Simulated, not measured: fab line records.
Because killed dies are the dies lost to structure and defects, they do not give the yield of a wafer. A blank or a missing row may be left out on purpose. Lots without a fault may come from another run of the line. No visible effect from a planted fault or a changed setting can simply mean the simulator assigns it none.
Problem report in the 8D (eight disciplines) form, filled by code / flow gf180mcu / the parts of the form that need people (team, actions taken, sign-off) are left out

== 1. PROBLEM STATEMENT ==
time-to-endpoint-s at GF_V1_CMP_04 reads a mean of 22 s on 3 wafers of 3 lots; wafers without a fault read 76 s with a standard deviation of 5.5. Relative to the usual mean, that is a shift of -9.8 standard deviations.
The step: polishes SiO2.
First seen on wafer L594.3, day 23 08:25, on cmp-02. The record holds 21 wafers of 7 lots with a number at this step. The rule behind "out" and "out of limits": a value lying over 4 standard deviations away from the usual mean. The rest of the wafers with a number are treated as sound.

== 2. WHAT IT IS, WHAT IT ISN'T ==
question=which readings at this step | is=time-to-endpoint-s | is not=edge-zone-pressure-frac, motor-current-A
question=which lots | is=L594, L595, L596 | is not=L578, L582, L589, L597
question=which wafers of those lots | is=L594.3, L595.1, L596.4 | is not=L594.4, L594.6, L595.2, L595.4, L596.3, L596.6
question=read on which tools | is=cmp-02 | is not=cmp-01
question=when | is=from day 23 08:25 | is not=up to then (11 sound wafers); but 7 sound wafers of L595, L596, L597 came after

== 3. WHAT RULES OUT EACH SUSPECT ==
Counting: a tool at a process step up to the reading stays a suspect if it ran every lot that is out. Sound lots after the first of them don't rule it out here, since some wafers of a struck lot are sound.
- cmp-02 at GF_V1_CMP_04 (polishes SiO2): kept. Every lot that is out went through it, the first being L594 (day 23 08:25); the last sound lot it ran before that was L582 (day 19 00:30). Its own time-to-endpoint-s readings are out on those wafers.
- cmp-02, GF_V1_CMP_04: wafers that are out in chamber 0, sound lot-mates in chambers 1, 2, 3.
The count leaves cmp-02 at GF_V1_CMP_04.

== 4. THE CAUSE (what the simulator had put in) ==
cmp-02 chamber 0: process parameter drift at GF_V1_CMP_04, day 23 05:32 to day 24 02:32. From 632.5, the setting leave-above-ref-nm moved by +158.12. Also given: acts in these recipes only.
Counting left only this tool.

== 5. THE CHAIN OF EFFECTS, in route order ==
Each row: a reading whose mean over the struck wafers that have a number lies more than 3 standard deviations from the usual. Only readings whose record carries a usual standard deviation are examined. hours: median over the lots of the time between each lot's start at the first step of this table that gives one and its start at this step. sigmas: the change, counted in usual standard deviations.
hours=0; step=GF_V1_CMP_04; reading=time-to-endpoint-s; usual=76 s; on struck wafers=22; change=-54; sigmas=-9.8
hours=-; step=GF_V1_ETCH_17; reading=oes-product-au; usual=0.855 a.u.; on struck wafers=0.972; change=+0.117; sigmas=+24
Here are the process steps it includes:
- GF_V1_CMP_04: polishes SiO2.
- GF_V1_ETCH_17: etches SiO2 in C4F8/O2/Ar, stops on TiN, target depth 630 nm.
Later steps that measure or inspect, where all struck wafers having a row at the step show a number for every such reading and not one has moved that far: GF_V1_BOW_MEAS_05, GF_V1_CD_MEAS_14, GF_V1_OVL_MEAS_15, GF_V1_RS_MEAS_24, GF_V1_THK_MEAS_25.

== 6. HOW IT WOULD HAVE BEEN CAUGHT EARLIER ==
In this record no reading fell out of limits until day 23 08:25, 3 hours after the fault had begun at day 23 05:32.
